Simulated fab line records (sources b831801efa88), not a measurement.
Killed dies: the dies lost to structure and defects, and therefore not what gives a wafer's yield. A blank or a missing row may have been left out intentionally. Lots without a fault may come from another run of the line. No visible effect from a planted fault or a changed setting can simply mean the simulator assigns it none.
A lot that was struck, set against a sound lot -- flow sky130 -- 17 out of 708 route steps
Sound: the wafers L264.1, L264.2, L264.5. Wafers L271.2, L271.3, L271.4 were the ones struck. The cause is given at the end.
Per side, at each step with rows, come the tool, then ch with its chambers, and then its first start. Under that, the readings that differ: sound wafers -- struck wafers -- difference of the means -- sigmas: that difference in standard deviations of wafers without a fault.
alike: same words and numbers on both sides, and readings whose means sit less than 2 such deviations apart. not compared: any withheld reading, any reading some wafer has no value for, any bound like >300 that may hide the same value, and any number with overlapping values for which the record gives no deviation.
The two part at a step that has a row with sigmas, a row that says differs or no value, or rows on one side only. Non-overlapping numbers with no deviation appear without sigmas and do not part them. Lack of a reading on every wafer of one side parts them only where that side has two or more wafers.

first, 2 steps without rows for these wafers: SKY_LOCAL_INTERCONNECT_PEB_09; SKY_LOCAL_INTERCONNECT_DEVELOP_10 (develop time 60 s).
SKY_LOCAL_INTERCONNECT_CD_MEAS_11: the cd target is 170 nm.
  sound on cdSem-02, day 31 05:02; struck on cdSem-01, day 33 04:31
  alike: cdNm
SKY_LOCAL_INTERCONNECT_OVL_MEAS_12:
  sound on overlay-02, day 31 05:10; struck on overlay-01, day 33 04:38
reading,sound,struck,difference,sigmas
LOCAL_INTERCONNECT_OVL (nm),13 2 13,-5 -5 -6,-15,-2
SKY_LOCAL_INTERCONNECT_ETCH_13: etches BARC in N2/H2, stops on SiO2, time 45.9 s, target depth 60 nm.
  sound on rieMetal-01 ch 0,1, day 31 05:11; struck on rieMetal-01 ch 0,1, day 33 04:40
  alike: drypumpMotorCurrentA, oesProductAu, throttleValvePct
  not compared: rfHoursCounterH
SKY_LOCAL_INTERCONNECT_METAL_ETCH_14: etches TiN in Cl2/BCl3, stops on PSG, target depth 110 nm, time 31.4 s.
  sound on rieMetal-01 ch 0,1, day 31 05:16; struck on rieMetal-01 ch 0,1, day 33 04:43
  alike: drypumpMotorCurrentA, oesProductAu, throttleValvePct
  not compared: rfHoursCounterH
SKY_LOCAL_INTERCONNECT_STRIP_15: strips in O2/N2.
  sound on plasmaAsher-03 ch 0,1, day 31 05:19; struck on plasmaAsher-04 ch 0,1, day 33 04:46
  alike: drypumpMotorCurrentA, oesProductAu, stripTimeToEndpointS
  not compared: rfHoursCounterH
then, 3 steps without rows for these wafers: SKY_LOCAL_INTERCONNECT_STRIP_16 (strips in post etch residue remover, time 1200 s); SKY_LOCAL_INTERCONNECT_CLEAN_17 (cleans in IPA, time 180 s); SKY_LOCAL_INTERCONNECT_CLEAN_18 (cleans in O3/DIW).
SKY_CONTACT_CVD_00: deposits Si3N4, target thk 75 nm.
  sound on pecvd-03 ch 0,1, day 31 06:14; struck on pecvd-03 ch 0,1,2, day 33 05:22
  alike: heaterPowerW, susceptorTempC
SKY_CONTACT_THK_MEAS_01:
  sound on filmMetro-02, day 31 06:16; struck on filmMetro-01, day 33 05:25
  alike: CONTACT_CVD_00_THK
SKY_CONTACT_HDPCVD_02: deposits SiO2, target thk 565 nm, time 94.2 s.
  sound on hdpcvd-02 ch 1,2, day 31 06:20; struck on hdpcvd-02 ch 1,2, day 33 05:28
reading,sound,struck,difference,sigmas
model.SiO2_of_CONTACT_HDPCVD_02.thkNm (nm),567.5 567.6 567.1,814.4 820.3 822.9,+251.8,
  alike: sih4FlowSccm, susceptorTempC
SKY_CONTACT_THK_MEAS_03:
  sound on filmMetro-01, day 31 06:24; struck on filmMetro-04, day 33 05:32
reading,sound,struck,difference,sigmas
CONTACT_HDPCVD_THK (nm),567 568 568,815 820 822,+251,+50
SKY_CONTACT_CMP_04: polishes SiO2.
  sound on cmp-02 ch 0,1,3, day 31 06:34; struck on cmp-02 ch 1,2,3, day 33 05:35
reading,sound,struck,difference,sigmas
timeToEndpointS (s),84 82 82,164 170 165,+84,+23
  alike: motorCurrentA, slurryFilterDpKPa
SKY_CONTACT_BOW_MEAS_05:
  sound on filmMetro-01, day 31 06:46; struck on filmMetro-04, day 33 05:55
  alike: CONTACT_BOW
-- the record jumps here: 15 days lie between the struck wafers' starts before and after (it left off in module CONTACT and takes up again in module PAD_OPEN, whose first step shown is number 708 of the route) --
SKY_PAD_OPEN_PROBE_99:
  sound on prober-01, day 46 08:15; struck on prober-01, day 47 21:45
  alike: killed_at_M0_to_M3, killed_at_M4_up, killedAtContacts, killedAtFrontEnd, killedAtOther, killedDies, killedOpen, killedShort

== WHERE THEY PART ==
Earliest at SKY_LOCAL_INTERCONNECT_OVL_MEAS_12; latest, in this record, at SKY_CONTACT_CMP_04. Later steps at which nothing parts them and some readings are alike: SKY_CONTACT_BOW_MEAS_05, SKY_PAD_OPEN_PROBE_99.

WHY: the cause the simulator had injected
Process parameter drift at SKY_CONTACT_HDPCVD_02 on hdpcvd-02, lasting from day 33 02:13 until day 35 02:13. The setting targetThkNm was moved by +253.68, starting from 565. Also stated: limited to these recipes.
